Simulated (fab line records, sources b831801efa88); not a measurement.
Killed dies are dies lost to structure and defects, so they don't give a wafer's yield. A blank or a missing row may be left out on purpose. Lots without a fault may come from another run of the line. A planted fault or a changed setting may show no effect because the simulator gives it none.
Which tool did it? | flow sfq_line | 14 lots, 42 wafers sampled, at 1 step of a route of 325

WHAT THE GAUGES READ, wafer by wafer
The record holds no reading of a measuring or inspecting step that can be judged against a usual standard deviation.

WHICH TOOL RAN EACH LOT (tool, then ch and the chambers of the sampled wafers, then the start)
lot  | SFQ_TRILAYER_I1_VIA_BARC_OPEN_VIA_ETCH_071
L885 | rie_diel-04 ch 0,1, day 24 17:42
L886 | rie_diel-03 ch 0,2,3, day 24 20:23
L887 | rie_diel-02 ch 0,1,3, day 24 23:23
L888 | rie_diel-04 ch 2,3, day 25 01:47
L889 | rie_diel-04 ch 0,2,3, day 25 07:44
L890 | rie_diel-02 ch 2,3, day 27 04:09
L891 | rie_diel-04 ch 0,1,2, day 28 20:59
L894 | rie_diel-02 ch 1,2, day 36 14:31
L895 | rie_diel-02 ch 0,1,2, day 37 06:00
L896 | rie_diel-02 ch 0,1,3, day 38 03:36
L901 | rie_diel-03 ch 1,2, day 39 18:00
L902 | rie_diel-04 ch 0,1,3, day 40 01:15
L904 | rie_diel-03 ch 0,1,2, day 40 13:11
L905 | rie_diel-02 ch 0,1, day 40 14:23
- SFQ_TRILAYER_I1_VIA_BARC_OPEN_VIA_ETCH_071: etches BARC in O2, target depth 125 nm, time 41.7 s.

WHAT THE TOOLS THEMSELVES READ (means of the sampled wafers that have a number; where no wafer has one, the mark that the record gives instead)
SFQ_TRILAYER_I1_VIA_BARC_OPEN_VIA_ETCH_071. Usual: bias_w 79.98 W, standard deviation 0.28; drypump_motor_current_A 5.6 A, standard deviation 0.43; oes_product_au 0.685 a.u., standard deviation 0.0045; rf_fwd_power_W 494.5 W, standard deviation 2.4.
lot  | tool        | bias_w (W) | drypump_motor_current_A (A) | oes_product_au (a.u.) | rf_fwd_power_W (W) | flag
L885 | rie_diel-04 | 79.91      | 5.3                         | 0.683                 | 493.4              |
L886 | rie_diel-03 | 79.65      | 5.6                         | 0.682                 | 493.3              |
L887 | rie_diel-02 | 79.80      | 5.5                         | 0.687                 | 496.6              |
L888 | rie_diel-04 | 79.80      | 5.2                         | 0.687                 | 491.7              |
L889 | rie_diel-04 | 79.55      | 5.2                         | 0.682                 | 493.1              |
L890 | rie_diel-02 | 80.08      | 5.9                         | 0.686                 | 495.4              |
L891 | rie_diel-04 | 79.95      | 5.3                         | 0.689                 | 492.9              |
L894 | rie_diel-02 | 80.00      | 6.1                         | 0.682                 | 496.3              |
L895 | rie_diel-02 | 85.87      | 5.7                         | 0.689                 | 495.9              | OFF
L896 | rie_diel-02 | 86.24      | 5.5                         | 0.685                 | 496.5              | OFF
L901 | rie_diel-03 | 80.19      | 5.8                         | 0.685                 | 496.0              |
L902 | rie_diel-04 | 79.95      | 5.6                         | 0.690                 | 493.3              |
L904 | rie_diel-03 | 79.89      | 5.6                         | 0.686                 | 494.2              |
L905 | rie_diel-02 | 80.38      | 5.4                         | 0.689                 | 495.9              |

THE ANSWER, worked out from the rows above alone
Rule: a lot is off if the mean of its wafers that have a number lies more than 3 standard deviations from the usual mean. A lot without any number at a reading at which 4 lots or more have one is off too. The other lots that the step has rows for count as sound. The gauges are gone through in route order, then the tools' own readings, and for those a lot's mean is taken as printed above. The first step at which some lot is off is used, and at that step the reading that is off furthest; a lot without a number counts as furthest.
Off: L895, L896, at SFQ_TRILAYER_I1_VIA_BARC_OPEN_VIA_ETCH_071 (bias_w).
A tool fits if, at that step or a process step before it, it ran every lot that is off, and no sound lot after the first of them. None of those tried fits.

WHAT THE SIMULATOR HAD PUT IN
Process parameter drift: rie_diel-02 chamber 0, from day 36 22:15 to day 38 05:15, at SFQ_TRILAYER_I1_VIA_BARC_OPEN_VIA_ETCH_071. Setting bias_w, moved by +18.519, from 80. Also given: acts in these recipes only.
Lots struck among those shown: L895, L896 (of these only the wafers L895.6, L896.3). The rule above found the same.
